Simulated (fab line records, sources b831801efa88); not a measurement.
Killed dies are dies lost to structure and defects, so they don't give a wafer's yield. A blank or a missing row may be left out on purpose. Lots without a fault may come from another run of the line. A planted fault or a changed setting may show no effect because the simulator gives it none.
Which tool did it? | flow gf180mcu | 13 lots, 39 wafers sampled, at 4 steps of a route of 602

WHAT THE GAUGES READ, wafer by wafer
GF_STI_THK_MEAS_02. Usual: STI_OXIDATION_THK 9.93 nm, standard deviation 0.22.
lot  | measured    | on            | STI_OXIDATION_THK (nm) | flag
L261 | day 1 11:31 | film_metro-01 | 10.13 9.89 9.78        |
L262 | day 1 16:31 | film_metro-01 | 9.86 9.69 9.89         |
L263 | day 1 22:21 | film_metro-03 | 10.13 10.14 9.95       |
L264 | day 2 04:15 | film_metro-01 | 9.90 9.87 9.74         |
L265 | day 2 11:13 | film_metro-04 | 9.87 9.63 9.78         |
L267 | day 2 18:50 | film_metro-01 | 10.33 10.13 10.24      |
L268 | day 2 22:32 | film_metro-04 | 9.80 9.91 9.96         |
L269 | day 3 03:31 | film_metro-01 | 9.84 9.93 9.97         |
L270 | day 3 08:31 | film_metro-03 | 9.58 9.85 9.60         |
L271 | day 3 13:31 | film_metro-03 | 10.13 10.06 10.09      |
L272 | day 3 18:50 | film_metro-01 | 9.65 9.61 9.79         |
L279 | day 5 07:35 | film_metro-01 | 9.93 9.91 10.30        |
L284 | day 6 07:07 | film_metro-01 | 9.80 9.71 9.63         |

GF_VT_IMPLANT_TW_MEAS_43. Usual: VT_IMPLANT_4_TW 698, standard deviation 10.
lot  | measured     | on            | VT_IMPLANT_4_TW | flag
L261 | day 7 20:43  | film_metro-02 | 679 682 684     |
L262 | day 8 04:52  | film_metro-02 | 685 681 684     |
L263 | day 8 01:54  | film_metro-03 | 701 701 704     |
L264 | day 8 08:34  | film_metro-03 | 704 700 701     |
L265 | day 8 19:10  | film_metro-03 | 702 701 702     |
L267 | day 9 05:48  | film_metro-01 | 701 698 704     |
L268 | day 9 10:01  | film_metro-03 | 711 708 706     |
L269 | day 9 16:16  | film_metro-01 | 699 699 699     |
L270 | day 10 00:06 | film_metro-02 | 680 678 679     |
L271 | day 10 08:10 | film_metro-01 | 869 872 873     | OFF
L272 | day 10 15:09 | film_metro-03 | 706 703 704     |
L279 | day 12 18:19 | film_metro-01 | 878 883 881     | OFF
L284 | day 14 01:37 | film_metro-01 | 701 697 701     |

WHICH TOOL RAN EACH LOT (tool, then ch and the chambers of the sampled wafers, then the start)
lot  | GF_STI_ETCH_13                    | GF_VT_IMPLANT_IMPLANT_41
L261 | rie_diel-02 ch 0,2,3, day 2 01:08 | implanter-03 ch 0, day 7 20:29
L262 | rie_diel-01 ch 1,2,3, day 2 06:20 | implanter-04 ch 0, day 8 04:37
L263 | rie_diel-01 ch 0,2,3, day 2 11:53 | implanter-03 ch 0, day 8 01:39
L264 | rie_diel-04 ch 2,3, day 2 16:38   | implanter-03 ch 0, day 8 08:20
L265 | rie_diel-04 ch 1,2,3, day 3 00:47 | implanter-03 ch 0, day 8 18:56
L267 | rie_diel-01 ch 0,1,3, day 3 09:14 | implanter-04 ch 0, day 9 05:33
L268 | rie_diel-02 ch 2,3, day 3 13:11   | implanter-04 ch 0, day 9 09:48
L269 | rie_diel-04 ch 0,3, day 3 18:47   | implanter-03 ch 0, day 9 16:01
L270 | rie_diel-01 ch 1,2,3, day 3 23:53 | implanter-04 ch 0, day 9 23:51
L271 | rie_diel-04 ch 0,1,2, day 4 04:44 | implanter-03 ch 0, day 10 07:37
L272 | rie_diel-02 ch 1,2,3, day 4 10:11 | implanter-03 ch 0, day 10 14:54
L279 | rie_diel-01 ch 0,2,3, day 5 23:29 | implanter-01 ch 0, day 12 17:45
L284 | rie_diel-02 ch 0,1,2, day 7 00:29 | implanter-03 ch 0, day 14 01:23
- GF_STI_ETCH_13: etches the open film in CHF3/O2, stops on Si, target depth 282.31 nm, time 112.9 s.
- GF_VT_IMPLANT_IMPLANT_41

WHAT THE TOOLS THEMSELVES READ (means of the sampled wafers that have a number; where no wafer has one, the mark that the record gives instead)
GF_STI_ETCH_13. Usual: drypump_motor_current_A 5.6 A, standard deviation 0.38; oes_product_au 0.832 a.u., standard deviation 0.0063; throttle_valve_pct 8.810 %, standard deviation 0.0082.
lot  | tool        | drypump_motor_current_A (A) | oes_product_au (a.u.) | throttle_valve_pct (%) | flag
L261 | rie_diel-02 | 5.6                         | 0.832                 | 8.814                  |
L262 | rie_diel-01 | 5.9                         | 0.837                 | 8.807                  |
L263 | rie_diel-01 | 5.9                         | 0.836                 | 8.809                  |
L264 | rie_diel-04 | 5.2                         | 0.827                 | 8.814                  |
L265 | rie_diel-04 | 5.5                         | 0.831                 | 8.801                  |
L267 | rie_diel-01 | 5.9                         | 0.826                 | 8.805                  |
L268 | rie_diel-02 | 5.5                         | 0.831                 | 8.816                  |
L269 | rie_diel-04 | 5.2                         | 0.832                 | 8.817                  |
L270 | rie_diel-01 | 5.9                         | 0.832                 | 8.808                  |
L271 | rie_diel-04 | 5.3                         | 0.827                 | 8.805                  |
L272 | rie_diel-02 | 5.9                         | 0.829                 | 8.809                  |
L279 | rie_diel-01 | 5.9                         | 0.833                 | 8.806                  |
L284 | rie_diel-02 | 6.0                         | 0.825                 | 8.818                  |

THE ANSWER, worked out from the rows above alone
Rule: a lot is off if the mean of its wafers that have a number lies more than 3 standard deviations from the usual mean. A lot without any number at a reading at which 4 lots or more have one is off too. The other lots that the step has rows for count as sound. The gauges are gone through in route order, then the tools' own readings, and for those a lot's mean is taken as printed above. The first step at which some lot is off is used, and at that step the reading that is off furthest; a lot without a number counts as furthest.
Off: L271, L279, at GF_VT_IMPLANT_TW_MEAS_43 (VT_IMPLANT_4_TW).
A tool fits if, at a process step before that reading, it ran every lot that is off, and no sound lot after the first of them. The gauges at GF_VT_IMPLANT_TW_MEAS_43 are tried like those tools. None of those tried fits.

WHAT THE SIMULATOR HAD PUT IN
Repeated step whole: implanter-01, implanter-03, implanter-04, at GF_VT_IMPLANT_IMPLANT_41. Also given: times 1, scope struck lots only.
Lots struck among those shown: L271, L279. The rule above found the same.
